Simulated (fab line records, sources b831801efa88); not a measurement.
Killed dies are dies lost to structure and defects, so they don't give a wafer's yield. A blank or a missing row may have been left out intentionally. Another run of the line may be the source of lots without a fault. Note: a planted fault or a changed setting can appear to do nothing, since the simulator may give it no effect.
Which of the tools did it? -- flow sky130 -- 13 lots with 39 wafers sampled at 5 steps, on a route of 708 steps

WHAT THE GAUGES READ, wafer by wafer
Not one reading of a measure or inspect step in the record can be checked against a usual standard deviation.

TOOL THAT RAN EACH LOT (tool first, then ch and the chambers of the sampled wafers, then the start)
lot,SKY_VIA3_CLEAN_18,SKY_VIA4_ETCH_12,SKY_VIA4_SPUTTER_17,SKY_VIA4_CVD_18,SKY_PAD_OPEN_PROBE_99
L808,"wet-bench-01 ch 0, day 40 12:41","rie-diel-01 ch 0,3, day 43 16:47","pvd-sputter-02, day 43 17:26","cvd-w-02 ch 0,1, day 43 17:30","prober-02, day 46 18:03"
L809,"wet-bench-01 ch 1, day 41 00:26","rie-diel-01 ch 0,2,3, day 44 03:55","pvd-sputter-02, day 44 04:56","cvd-w-01 ch 0,1, day 44 04:59","prober-01, day 47 02:02"
L812,"wet-bench-02 ch 3, day 42 05:41","rie-diel-01 ch 1,2,3, day 45 07:12","pvd-sputter-02, day 45 07:52","cvd-w-02 ch 0,1, day 45 07:56","prober-02, day 48 02:23"
L813,"wet-bench-01 ch 2, day 42 10:40","rie-diel-04 ch 0,2,3, day 45 11:11","pvd-sputter-04, day 45 11:58","cvd-w-02 ch 0,1, day 45 12:01","prober-01, day 48 07:01"
L814,"wet-bench-02 ch 3, day 42 15:58","rie-diel-01 ch 0,1,3, day 45 17:24","pvd-sputter-04, day 45 18:04","cvd-w-02 ch 0,1, day 45 18:08","prober-02, day 48 13:31"
L815,"wet-bench-02 ch 2, day 42 17:35","rie-diel-03 ch 0,2,3, day 45 19:00","pvd-sputter-04, day 45 19:40","cvd-w-02 ch 1, day 45 19:44","prober-01, day 48 14:28"
L816,"wet-bench-02 ch 1, day 43 08:58","rie-diel-04 ch 2,3, day 46 09:48","pvd-sputter-03, day 46 10:34","cvd-w-02 ch 0,1, day 46 10:37","prober-02, day 49 03:06"
L817,"wet-bench-01 ch 1, day 43 10:53","rie-diel-03 ch 0,1,2, day 46 09:59","pvd-sputter-04, day 46 10:43","cvd-w-01 ch 0,1, day 46 10:46",-
L820,"wet-bench-01 ch 3, day 44 04:49","rie-diel-01 ch 3, day 47 01:49","pvd-sputter-04, day 47 02:33","cvd-w-02 ch 0,1, day 47 02:40","prober-02, day 49 18:36"
L821,"wet-bench-02 ch 1, day 44 14:06","rie-diel-03 ch 0,1, day 47 10:35","pvd-sputter-03, day 47 11:14","cvd-w-01 ch 0,1, day 47 11:18",-
L823,"wet-bench-01 ch 1, day 44 15:28","rie-diel-01 ch 0,1,2, day 47 11:44","pvd-sputter-02, day 47 12:23","cvd-w-01 ch 0,1, day 47 12:30","prober-01, day 50 02:38"
L827,"wet-bench-01 ch 2, day 45 16:10","rie-diel-01 ch 1,2, day 48 10:08","pvd-sputter-02, day 48 10:51","cvd-w-01 ch 0,1, day 48 10:55","prober-01, day 50 20:25"
L829,"wet-bench-02 ch 1, day 45 22:55","rie-diel-04 ch 0,1,3, day 48 15:46","pvd-sputter-04, day 48 16:25","cvd-w-02 ch 0,1, day 48 16:32",-
- SKY_VIA3_CLEAN_18: cleans in IPA, time 180 s.
- SKY_VIA4_ETCH_12: etches SiO2 in C4F8/O2/Ar, stops on TiN, target depth 580 nm.
- SKY_VIA4_SPUTTER_17: material TiN, target thk 20 nm, time 80 s.
- SKY_VIA4_CVD_18: deposits W, target thk 505 nm, time 152.14 s.
- SKY_PAD_OPEN_PROBE_99

AS READ BY THE TOOLS THEMSELVES (means over the sampled wafers that have a number; for cases with no such wafer, the mark the record gives instead)
SKY_VIA4_ETCH_12.
lot,tool,oes-product-au (a.u.)
L808,rie-diel-01,0.923
L809,rie-diel-01,0.923
L812,rie-diel-01,0.925
L813,rie-diel-04,0.924
L814,rie-diel-01,0.924
L815,rie-diel-03,0.930
L816,rie-diel-04,0.923
L817,rie-diel-03,0.922
L820,rie-diel-01,0.927
L821,rie-diel-03,0.926
L823,rie-diel-01,0.925
L827,rie-diel-01,0.928
L829,rie-diel-04,0.923

SKY_VIA4_SPUTTER_17.
lot,tool,cathode-dc-power-W (W),throttle-valve-pct (%)
L808,pvd-sputter-02,4000.0,30.6
L809,pvd-sputter-02,4000.6,30.3
L812,pvd-sputter-02,4000.8,30.4
L813,pvd-sputter-04,4000.1,31.5
L814,pvd-sputter-04,3999.7,30.8
L815,pvd-sputter-04,4000.1,30.8
L816,pvd-sputter-03,3999.5,29.4
L817,pvd-sputter-04,3999.9,31.8
L820,pvd-sputter-04,3999.2,31.3
L821,pvd-sputter-03,3999.4,28.4
L823,pvd-sputter-02,3999.8,30.1
L827,pvd-sputter-02,4000.1,29.8
L829,pvd-sputter-04,4000.7,32.2

SKY_VIA4_CVD_18.
lot,tool,heater-power-outer-w (W),heater-power-w (W)
L808,cvd-w-02,521,827
L809,cvd-w-01,493,860
L812,cvd-w-02,491,808
L813,cvd-w-02,499,812
L814,cvd-w-02,496,823
L815,cvd-w-02,560,859
L816,cvd-w-02,531,842
L817,cvd-w-01,515,871
L820,cvd-w-02,522,828
L821,cvd-w-01,469,774
L823,cvd-w-01,513,865
L827,cvd-w-01,467,790
L829,cvd-w-02,495,823

SKY_PAD_OPEN_PROBE_99.
lot,tool,defect-limited-yield (%),killed_at_M0_to_M3,killed_at_M4_up,killed-at-contacts,killed-at-front-end,killed-at-other,killed-dies,killed-open,killed-short,sort_bin_3_pad_short (%),sort_bin_5_function (%),sort_bin_6_memory (%),sort-n-pass,sort-yield-pct (%)
L808,prober-02,81.8,42,1.7,26,18,2.3,89,47,40,0.4,11.1,6.7,403,81.8
L809,prober-01,81.8,41,4.7,28,15,0.7,89,45,44,0.6,10.0,7.6,403,81.8
L812,prober-02,81.9,41,2.0,27,19,0.0,89,49,40,1.0,10.4,6.6,403,81.9
L813,prober-01,83.1,45,1.7,20,16,0.0,83,42,41,0.6,10.1,6.2,409,83.1
L814,prober-02,82.1,43,4.0,29,11,0.3,88,43,45,1.1,10.4,6.4,404,82.1
L815,prober-01,84.1,35,2.7,25,15,0.3,78,44,34,0.7,10.2,5.0,414,84.1
L816,prober-02,82.8,41,1.3,24,18,0.0,84,44,39,0.7,9.8,6.6,408,82.8
L820,prober-02,83.3,41,3.7,23,13,0.7,82,44,37,1.1,9.9,5.7,410,83.3
L823,prober-01,79.1,66,1.3,21,13,0.7,103,39,30,1.5,13.4,6.0,389,79.1
L827,prober-01,75.3,87,1.7,22,10,0.7,122,40,33,2.3,15.4,6.9,370,75.3

THE ANSWER, worked out from the rows above alone
Rule: the usual values come from the lots themselves. The widest of any qualifying gaps counts: lots, ordered by their means at a reading, are off when they make up no more than a third of the lots, leave a main group of 4 or more, and stand apart from it by 3 or more times the standard deviation of that group's means. A main group whose means are all the same, to the digits that the tables above print for the reading, isn't used. A lot without any number at a reading at which 4 lots or more have one is off too. Where the step has rows for the other lots, those lots are counted as sound. Order of review: gauges by route order, followed by the tools' own readings, for which a lot's mean as printed above is used. The first step at which some lot is off is used, and at that step the reading that is off furthest; a lot without a number counts as furthest.
Off at SKY_PAD_OPEN_PROBE_99 (killed_at_M0_to_M3): L823, L827. For the main group the mean is 41 and the standard deviation 2.7. Neither off nor sound, because the step has no rows for them: L817, L821, L829.
A tool fits if, at that step or a process step before it, it ran every lot that is off, and no sound lot after the first of them. Can't be told from this: 5 tools fit, wet-bench-01 at SKY_VIA3_CLEAN_18, rie-diel-01 at SKY_VIA4_ETCH_12, pvd-sputter-02 at SKY_VIA4_SPUTTER_17, cvd-w-01 at SKY_VIA4_CVD_18, prober-01 at SKY_PAD_OPEN_PROBE_99.

WHAT THE SIMULATOR PUT IN
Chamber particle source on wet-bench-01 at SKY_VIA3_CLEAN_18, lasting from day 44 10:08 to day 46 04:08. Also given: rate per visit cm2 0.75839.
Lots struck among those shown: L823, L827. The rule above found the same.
